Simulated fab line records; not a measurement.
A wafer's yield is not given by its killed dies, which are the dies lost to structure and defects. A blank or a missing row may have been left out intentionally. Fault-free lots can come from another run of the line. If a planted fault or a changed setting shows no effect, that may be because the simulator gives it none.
A sampling plan put to the test	flow gf180mcu	16 faults told of in these records, all on one fab line, each judged by the records of the lots it struck
The plan is the line's own looks: the steps of the route at which a gauge or an inspection reads the wafer and doesn't change it. A look is open to judgement when struck wafers have a number at it and the file gives its usual mean and standard deviation on fault-free wafers. Caught: a look later than the fault's first step finds the struck wafers' mean 4 or more of those standard deviations (sigma) from the usual mean. On the tool: the fault's steps, tested the same way using the tool's own readings. Another recipe on the struck wafers, or a record that is blank for them alone, also counts as caught.

== THE FAULTS, as the simulator had put them in ==
1. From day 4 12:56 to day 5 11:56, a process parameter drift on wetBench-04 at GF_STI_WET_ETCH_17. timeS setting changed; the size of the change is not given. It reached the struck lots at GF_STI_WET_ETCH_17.
2. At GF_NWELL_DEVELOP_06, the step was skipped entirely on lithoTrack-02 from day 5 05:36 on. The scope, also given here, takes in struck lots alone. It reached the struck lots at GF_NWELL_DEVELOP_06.
3. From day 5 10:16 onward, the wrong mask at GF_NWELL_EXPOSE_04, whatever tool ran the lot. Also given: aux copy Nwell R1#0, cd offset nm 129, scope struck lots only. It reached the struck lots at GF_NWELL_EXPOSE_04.
4. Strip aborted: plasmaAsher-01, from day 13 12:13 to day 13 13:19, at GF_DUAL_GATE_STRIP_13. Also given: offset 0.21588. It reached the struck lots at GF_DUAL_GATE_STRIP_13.
5. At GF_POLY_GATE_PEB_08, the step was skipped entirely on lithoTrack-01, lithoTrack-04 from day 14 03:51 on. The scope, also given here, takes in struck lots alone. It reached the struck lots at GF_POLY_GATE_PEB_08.
6. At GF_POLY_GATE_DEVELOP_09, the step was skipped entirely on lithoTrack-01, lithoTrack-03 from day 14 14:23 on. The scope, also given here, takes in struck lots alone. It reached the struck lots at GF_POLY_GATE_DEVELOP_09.
7. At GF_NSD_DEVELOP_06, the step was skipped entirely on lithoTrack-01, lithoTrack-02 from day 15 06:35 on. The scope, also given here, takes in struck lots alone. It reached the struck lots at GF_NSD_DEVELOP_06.
8. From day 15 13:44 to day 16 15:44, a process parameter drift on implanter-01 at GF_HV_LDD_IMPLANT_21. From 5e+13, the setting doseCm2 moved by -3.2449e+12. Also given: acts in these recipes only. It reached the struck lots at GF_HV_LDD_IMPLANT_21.
9. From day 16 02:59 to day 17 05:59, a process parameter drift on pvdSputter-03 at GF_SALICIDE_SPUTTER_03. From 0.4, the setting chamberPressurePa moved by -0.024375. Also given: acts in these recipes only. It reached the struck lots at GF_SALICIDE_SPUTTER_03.
10. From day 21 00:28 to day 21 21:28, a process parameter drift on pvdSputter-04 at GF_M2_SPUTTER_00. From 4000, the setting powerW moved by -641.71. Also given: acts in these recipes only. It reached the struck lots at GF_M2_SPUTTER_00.
11. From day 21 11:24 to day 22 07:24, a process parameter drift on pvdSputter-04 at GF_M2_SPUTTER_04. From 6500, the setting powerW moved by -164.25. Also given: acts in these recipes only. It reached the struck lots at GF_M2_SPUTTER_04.
12. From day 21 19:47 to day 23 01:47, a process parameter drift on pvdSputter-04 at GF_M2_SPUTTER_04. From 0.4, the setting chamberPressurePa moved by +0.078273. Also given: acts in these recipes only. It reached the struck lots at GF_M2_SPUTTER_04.
13. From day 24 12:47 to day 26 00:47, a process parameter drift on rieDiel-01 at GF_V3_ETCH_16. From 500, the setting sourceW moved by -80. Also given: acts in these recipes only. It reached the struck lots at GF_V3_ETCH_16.
14. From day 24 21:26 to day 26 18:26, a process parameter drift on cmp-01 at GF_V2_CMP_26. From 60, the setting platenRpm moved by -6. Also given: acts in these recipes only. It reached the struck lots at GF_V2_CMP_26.
15. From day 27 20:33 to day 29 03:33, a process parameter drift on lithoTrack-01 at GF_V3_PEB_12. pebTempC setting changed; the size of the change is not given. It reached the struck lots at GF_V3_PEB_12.
16. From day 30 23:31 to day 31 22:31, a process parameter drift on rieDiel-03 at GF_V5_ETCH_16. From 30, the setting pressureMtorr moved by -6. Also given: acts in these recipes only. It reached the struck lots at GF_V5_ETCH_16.

== WHAT THE PLAN SAW ==
fault	on the tool itself	first look that catches it	reading, sigma	median hours from its first step to that look	hours from the fault's start to the first struck lot there	judged looks passed uncaught
1	runLengthS -69 sigma	no look after it can be judged	-	-	-	0
2	the tool's record is blank for the struck wafers	none of the 2 looks that can be judged after it	-	-	-	2
3	no reading that can be judged	not the one look that can be judged after it	-	-	-	1
4	oesProductAu +29 sigma	none of the 2 looks that can be judged after it	-	-	-	2
5	the tool's record is blank for the struck wafers	no look after it can be judged	-	-	-	0
6	the tool's record is blank for the struck wafers	no look after it can be judged	-	-	-	0
7	the tool's record is blank for the struck wafers	no look after it can be judged	-	-	-	0
8	doseIonsCm2 -60 sigma	no look after it can be judged	-	-	-	0
9	chamberPressurePa -28 sigma	none of the 2 looks that can be judged after it	-	-	-	2
10	cathodeDcPowerW -99 or beyond sigma	not the one look that can be judged after it	-	-	-	1
11	cathodeDcPowerW -99 or beyond sigma	no look after it can be judged	-	-	-	0
12	chamberPressurePa +99 or beyond sigma	not the one look that can be judged after it	-	-	-	1
13	rfFwdPowerW -30 sigma	no look after it can be judged	-	-	-	0
14	platenRpm -99 or beyond sigma	no look after it can be judged	-	-	-	0
15	heaterPowerTotalW +7.7 sigma	no look after it can be judged	-	-	-	0
16	chamberPressureMTorr -99 or beyond sigma	no look after it can be judged	-	-	-	0
Dash: fault not caught, or number not given in these records.

Caught at a look: 0 of 16. Caught on the tool: 15 of 16. By one or the other: 15 of 16.
Caught on the tool alone: faults 1, 2, 4, 5, 6, 7, 8, 9, 10, 11, 12, 13, 14, 15, 16.
Caught by neither: fault 3.
